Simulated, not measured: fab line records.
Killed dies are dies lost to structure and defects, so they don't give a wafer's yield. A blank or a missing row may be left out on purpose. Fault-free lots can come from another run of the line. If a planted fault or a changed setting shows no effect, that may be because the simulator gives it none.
A struck lot beside a sound one	flow gf180mcu	16 steps out of a route of 602
Sound: wafers L690.1, L690.2, L690.5. Wafers struck: L700.3, L700.4, L700.6. The cause comes at the end.
Each step with rows lists, per side, the tool, then ch with its chambers, then its first start. Under that, the readings that differ: sound wafers	struck wafers	difference of the means	sigmas: that difference in standard deviations of wafers without a fault.
alike: readings with means less than 2 such deviations apart, plus words and numbers identical on both sides. not compared: withheld readings, readings lacking a value on some wafer, bounds such as >300 that could conceal the same value, and numbers that have no deviation in the record and whose values overlap.
Wherever a step has rows on one side only, a row that says differs or no value, or a row with sigmas, the two part there. Numbers that don't overlap but have no deviation are shown without sigmas and don't part them. A reading that every wafer of one side lacks parts them only if that side has two wafers or more.

first, 3 steps without rows for these wafers: GF_M5_EXPOSE_04 (exposes mask Metal5, target cd 280 nm); GF_M5_PEB_05 (peb time 90 s); GF_M5_DEVELOP_06 (develop time 60 s).
GF_M5_CD_MEAS_07: the cd target is 280 nm.
  sound: cd sem-02 at day 26 15:17; struck: cd sem-02 at day 30 00:35
  alike: cd nm
GF_M5_OVL_MEAS_08:
  sound: overlay-02 at day 26 15:24; struck: overlay-01 at day 30 00:41
  alike: M5_OVL
GF_M5_ETCH_09: etches Si3N4 in CF4/O2, target depth 52 nm, time 11.6 s.
  sound on rie diel-02 ch 1,2,3, day 26 15:26; struck on rie diel-02 ch 0,2, day 30 00:43
  alike: drypump motor current A, oes product au, throttle valve pct
  not compared: rf hours counter h
GF_M5_METAL_ETCH_10: etches the open film in Cl2/BCl3, stops on SiO2, target depth 627.5 nm, time 104.6 s.
  sound on rie metal-03 ch 0,1, day 26 15:28; struck on rie metal-02 ch 0,1, day 30 00:46
  alike: drypump motor current A, oes product au, throttle valve pct
  not compared: rf hours counter h
GF_M5_STRIP_11: strips in O2/N2.
  sound on plasma asher-03 ch 0,1, day 26 15:35; struck on plasma asher-03 ch 0,1, day 30 00:53
  alike: drypump motor current A, heater power w, oes product au, strip time to endpoint s
  not compared: rf hours counter h
then, 3 steps without rows for these wafers: GF_M5_STRIP_12 (strips in post etch residue remover, time 1200 s); GF_M5_CLEAN_13 (cleans in DIW); GF_V5_CVD_00 (deposits SiO2, target thk 300 nm, time 50 s).
GF_V5_THK_MEAS_01:
  sound: film metro-01 at day 26 16:09; struck: film metro-01 at day 30 01:31
  alike: V5_CVD_00_THK
GF_V5_CVD_02: deposits SiO2 from TEOS, target thk 1450 nm, time 163.28 s.
  sound on pecvd-03 ch 0,2, day 26 16:13; struck on pecvd-03 ch 0,1,2, day 30 01:34
reading	sound	struck	difference	sigmas
rf fwd power W (W)	601.7 599.0 595.8	358.0 358.7 356.1	-241.2	-99 or more
model.SiO2_of_V5_CVD_02.thk nm (nm)	1446 1451 1472	1257 1260 1251	-200	
  alike: heater power outer w, heater power w
GF_V5_THK_MEAS_03:
  sound: film metro-01 at day 26 16:19; struck: film metro-04 at day 30 01:41
reading	sound	struck	difference	sigmas
V5_CVD_02_THK (nm)	1447 1452 1472	1256 1260 1252	-201	-11
GF_V5_CMP_04: polishes SiO2.
  sound on cmp-01 ch 0,3, day 26 16:23; struck on cmp-02 ch 1,2,3, day 30 01:50
  alike: motor current A
-- the record jumps here: 2 days lie between the struck wafers' starts before and after (it left off in module V5 and takes up again in module PASSIVATION, whose first step shown is number 602 of the route) --
GF_PASSIVATION_PROBE_99:
  rows exist in the record for the struck wafers here (prober-01, day 32 11:47), but not for the sound ones

## WHERE THEY PART
Earliest at GF_V5_CVD_02; latest, in this record, at GF_PASSIVATION_PROBE_99.

WHY: whatever the simulator had introduced
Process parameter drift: pecvd-03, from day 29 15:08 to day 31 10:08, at GF_V5_CVD_02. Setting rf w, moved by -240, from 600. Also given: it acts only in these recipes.
